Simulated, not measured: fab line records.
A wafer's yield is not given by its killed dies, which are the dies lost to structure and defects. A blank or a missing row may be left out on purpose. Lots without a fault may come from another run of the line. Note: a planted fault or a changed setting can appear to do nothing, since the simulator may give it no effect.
The tool behind it: which one? -- flow gf180mcu -- 39 wafers from 13 lots sampled at 5 of the route's 602 steps

== WHAT THE GAUGES READ, wafer by wafer ==
GF_HV_LDD_OVL_MEAS_32.
lot,measured,on,HV_LDD_02_OVL (nm)
L441,day 11 10:12,overlay-01,-1.7 -1.8 -0.7
L442,day 11 21:38,overlay-02,-0.2 1.2 -1.3
L444,day 12 16:22,overlay-01,-0.6 -0.5 -0.6
L448,day 14 02:55,overlay-01,-0.1 -0.9 1.9
L447,day 14 12:58,overlay-02,-0.9 -1.0 -1.8
L450,day 15 05:46,overlay-02,-1.4 -0.9 -2.8
L451,day 15 06:05,overlay-01,0.4 0.9 2.0
L452,day 15 12:31,overlay-01,1.0 0.2 0.5
L453,day 16 02:23,overlay-02,-0.2 0.5 -0.3
L455,day 16 09:17,overlay-01,1.1 -1.8 -0.1
L459,day 17 10:55,overlay-02,53.7 53.7 55.8 55.5 54.8 56.8
L460,day 17 19:46,overlay-01,54.4 54.4 54.9 55.6 55.7 56.5
L464,day 19 14:41,overlay-02,-3.1 -3.0 -3.7

GF_HV_LDD_THK_MEAS_57.
lot,measured,on,HV_LDD_CVD_56_THK (nm)
L441,day 12 08:20,film-metro-03,90.2 90.2 89.6
L442,day 12 21:25,film-metro-03,89.6 89.5 88.6
L444,day 13 16:10,film-metro-04,89.0 89.0 88.4
L448,day 15 04:32,film-metro-03,91.0 90.7 90.5
L447,day 15 14:25,film-metro-02,89.8 90.3 89.8
L450,day 16 07:37,film-metro-04,89.1 89.2 89.9
L451,day 16 07:49,film-metro-03,90.5 90.3 90.8
L452,day 16 14:05,film-metro-02,89.4 89.5 90.1
L453,day 17 05:01,film-metro-04,88.8 89.1 89.4
L455,day 17 11:51,film-metro-02,90.3 90.4 89.6
L464,day 20 19:04,film-metro-04,89.6 89.7 89.2

GF_NSD_OVL_MEAS_08.
lot,measured,on,NSD_OVL (nm)
L441,day 13 04:02,overlay-02,-0.4 0.5 -0.5
L442,day 13 17:50,overlay-01,1.1 0.6 0.0
L444,day 14 13:26,overlay-01,-1.2 -1.1 0.9
L448,day 16 03:01,overlay-02,-0.2 -1.3 -0.1
L447,day 16 12:41,overlay-02,1.9 0.6 0.5
L450,day 17 06:52,overlay-02,-0.1 0.8 0.2
L451,day 17 07:05,overlay-01,-2.7 -0.1 -1.1
L452,day 17 12:29,overlay-01,0.4 0.6 -1.4
L453,day 18 03:35,overlay-02,-0.9 1.1 -1.5
L455,day 18 19:10,overlay-01,-0.2 -0.1 0.7
L464,day 21 19:26,overlay-01,-0.6 -0.9 0.7

== EACH LOT AND THE TOOL THAT RAN IT (in order: tool; ch and the chambers of the sampled wafers; start) ==
lot,GF_MVSD_STRIP_10,GF_HV_LDD_EXPOSE_28
L441,"plasma-asher-01 ch 0,1, day 4 08:26","iline-stepper-01 ch 0, day 11 01:01"
L442,"plasma-asher-04 ch 0,1, day 4 15:55","iline-stepper-02 ch 0, day 11 11:47"
L444,"plasma-asher-04 ch 0,1, day 5 03:08","iline-stepper-02 ch 0, day 12 07:16"
L448,"plasma-asher-04 ch 0, day 6 08:44","iline-stepper-02 ch 0, day 13 16:29"
L447,"plasma-asher-03 ch 0,1, day 6 10:11","iline-stepper-02 ch 0, day 14 03:04"
L450,"plasma-asher-04 ch 0,1, day 6 23:53","iline-stepper-01 ch 0, day 14 18:53"
L451,"plasma-asher-01 ch 0,1, day 7 03:05","iline-stepper-01 ch 0, day 14 19:22"
L452,"plasma-asher-04 ch 0,1, day 7 05:26","iline-stepper-02 ch 0, day 15 02:20"
L453,"plasma-asher-01 ch 0,1, day 7 15:47","iline-stepper-02 ch 0, day 15 14:41"
L455,"plasma-asher-04 ch 0,1, day 7 22:47","iline-stepper-02 ch 0, day 15 22:49"
L459,"plasma-asher-04 ch 0,1, day 8 20:14","iline-stepper-02 ch 0, day 17 00:16"
L460,"plasma-asher-03 ch 0,1, day 9 01:56","iline-stepper-02 ch 0, day 17 08:21"
L464,"plasma-asher-04 ch 0,1, day 10 03:17","iline-stepper-01 ch 0, day 19 01:39"
- GF_MVSD_STRIP_10: strips in O2/N2.
- GF_HV_LDD_EXPOSE_28: exposes mask Nplus HV AREA, target cd 400 nm.

== WHAT THE TOOLS THEMSELVES READ (means of the sampled wafers that have a number; where no wafer has one, the mark that the record gives instead) ==
GF_MVSD_STRIP_10.
lot,tool,drypump-motor-current-A (A),heater-power-w (W),oes-product-au (a.u.),strip-time-to-endpoint-s (s)
L441,plasma-asher-01,5.1,307,0.722,36.89
L442,plasma-asher-04,5.1,302,0.718,36.80
L444,plasma-asher-04,5.6,306,0.724,36.91
L448,plasma-asher-04,6.0,310,0.726,36.97
L447,plasma-asher-03,5.6,370,0.724,36.77
L450,plasma-asher-04,5.7,310,0.721,36.80
L451,plasma-asher-01,5.1,304,0.719,37.05
L452,plasma-asher-04,5.7,305,0.717,36.92
L453,plasma-asher-01,5.4,282,0.720,37.03
L455,plasma-asher-04,5.2,304,0.724,36.91
L459,plasma-asher-04,5.2,305,0.728,36.93
L460,plasma-asher-03,5.6,362,0.724,37.02
L464,plasma-asher-04,5.6,306,0.720,36.96

GF_HV_LDD_EXPOSE_28.
lot,tool,stage-vel-mm-s (mm/s)
L441,iline-stepper-01,499.99
L442,iline-stepper-02,499.85
L444,iline-stepper-02,500.34
L448,iline-stepper-02,499.96
L447,iline-stepper-02,499.80
L450,iline-stepper-01,499.83
L451,iline-stepper-01,499.84
L452,iline-stepper-02,500.08
L453,iline-stepper-02,499.94
L455,iline-stepper-02,499.86
L459,iline-stepper-02,500.05
L460,iline-stepper-02,500.11
L464,iline-stepper-01,500.16

== THE ANSWER, worked out from the rows above alone ==
Rule: the lots themselves supply what counts as usual. The widest of any qualifying gaps counts: lots, ordered by their means at a reading, are off when they make up no more than a third of the lots, leave a main group of 4 or more, and stand apart from it by 3 or more times the standard deviation of that group's means. A main group whose means are all the same, to the digits that the tables above print for the reading, isn't used. A lot without any number at a reading at which 4 lots or more have one is off too. Any other lot the step has rows for is counted as sound. Order of review: gauges by route order, followed by the tools' own readings, for which a lot's mean as printed above is used. At the first step where some lot is off, the reading lying furthest off is the one used; lots without a number count as furthest.
Off: L459, L460, seen at GF_HV_LDD_OVL_MEAS_32 (HV_LDD_02_OVL). Mean -0.6 nm and standard deviation 1.2 in the main group.
If a tool, at a process step before that reading, ran all the lots that are off and no sound lot after the first of them, it fits. Those tools and the gauges at GF_HV_LDD_OVL_MEAS_32 are tried in the same way. One fits: GF_HV_LDD_EXPOSE_28 on iline-stepper-02. Its last sound lot is L455 (day 15 22:49), its first lot that is off L459 (day 17 00:16): a fault that began between those two fits.

== WHAT HAD BEEN PUT IN BY THE SIMULATOR ==
Scanner matching overlay: iline-stepper-02, from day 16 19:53 on, at GF_HV_LDD_EXPOSE_28. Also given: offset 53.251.
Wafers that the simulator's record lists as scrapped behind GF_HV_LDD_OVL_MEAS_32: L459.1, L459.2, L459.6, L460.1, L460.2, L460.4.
Shown lots that were struck: L459, L460. The rule above reached the same finding.
